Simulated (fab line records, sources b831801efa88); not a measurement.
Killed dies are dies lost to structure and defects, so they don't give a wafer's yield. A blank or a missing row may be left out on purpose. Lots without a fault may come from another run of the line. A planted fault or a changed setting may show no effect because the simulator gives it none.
Which tool did it? | flow sky130 | 11 lots, 33 wafers sampled, at 2 steps of a route of 708

WHAT THE GAUGES READ, wafer by wafer
SKY_CONTACT_THK_MEAS_26: measures by xrf. Usual: CONTACT_W_THK 342 nm, standard deviation 5.2.
lot  | measured     | on            | CONTACT_W_THK (nm) | flag
L271 | day 32 04:13 | film_metro-02 | 336 340 340        |
L272 | day 32 07:32 | film_metro-02 | 350 346 351        |
L273 | day 32 11:47 | film_metro-01 | 349 346 344        |
L275 | day 32 16:20 | film_metro-02 | 351 352 354        |
L276 | day 33 17:50 | film_metro-01 | 340 338 337        |
L278 | day 33 21:56 | film_metro-03 | 344 337 342        |
L281 | day 35 04:47 | film_metro-03 | 345 351 344        |
L283 | day 35 20:28 | film_metro-02 | 343 350 348        |
L284 | day 36 02:26 | film_metro-01 | 338 337 338        |
L286 | day 36 10:38 | film_metro-02 | 348 346 347        |
L292 | day 38 08:16 | film_metro-02 | 343 339 338        |

WHICH TOOL RAN EACH LOT (tool, then ch and the chambers of the sampled wafers, then the start)
lot  | SKY_CONTACT_SPUTTER_23
L271 | pvd_sputter-04, day 32 03:55
L272 | pvd_sputter-04, day 32 07:15
L273 | pvd_sputter-03, day 32 11:29
L275 | pvd_sputter-04, day 32 16:03
L276 | pvd_sputter-03, day 33 17:33
L278 | pvd_sputter-04, day 33 21:38
L281 | pvd_sputter-03, day 35 04:29
L283 | pvd_sputter-03, day 35 20:05
L284 | pvd_sputter-03, day 36 02:08
L286 | pvd_sputter-03, day 36 10:21
L292 | pvd_sputter-01, day 38 07:58
- SKY_CONTACT_SPUTTER_23: material TiN, target thk 20 nm, time 80 s.

WHAT THE TOOLS THEMSELVES READ (means of the sampled wafers that have a number; where no wafer has one, the mark that the record gives instead)
SKY_CONTACT_SPUTTER_23. Usual: throttle_valve_pct 30.5 %, standard deviation 0.77.
lot  | tool           | throttle_valve_pct (%) | flag
L271 | pvd_sputter-04 | 30.2                   |
L272 | pvd_sputter-04 | 30.8                   |
L273 | pvd_sputter-03 | 30.1                   |
L275 | pvd_sputter-04 | 30.8                   |
L276 | pvd_sputter-03 | 30.2                   |
L278 | pvd_sputter-04 | 30.9                   |
L281 | pvd_sputter-03 | 30.2                   |
L283 | pvd_sputter-03 | 29.8                   |
L284 | pvd_sputter-03 | 30.4                   |
L286 | pvd_sputter-03 | 30.1                   |
L292 | pvd_sputter-01 | 31.1                   |

THE ANSWER, worked out from the rows above alone
Rule: a lot is off if the mean of its wafers that have a number lies more than 3 standard deviations from the usual mean. A lot without any number at a reading at which 4 lots or more have one is off too. The other lots that the step has rows for count as sound. The gauges are gone through in route order, then the tools' own readings, and for those a lot's mean is taken as printed above. The first step at which some lot is off is used, and at that step the reading that is off furthest; a lot without a number counts as furthest.
No lot is off at any reading shown: from this, nothing can be told.

WHAT THE SIMULATOR HAD PUT IN
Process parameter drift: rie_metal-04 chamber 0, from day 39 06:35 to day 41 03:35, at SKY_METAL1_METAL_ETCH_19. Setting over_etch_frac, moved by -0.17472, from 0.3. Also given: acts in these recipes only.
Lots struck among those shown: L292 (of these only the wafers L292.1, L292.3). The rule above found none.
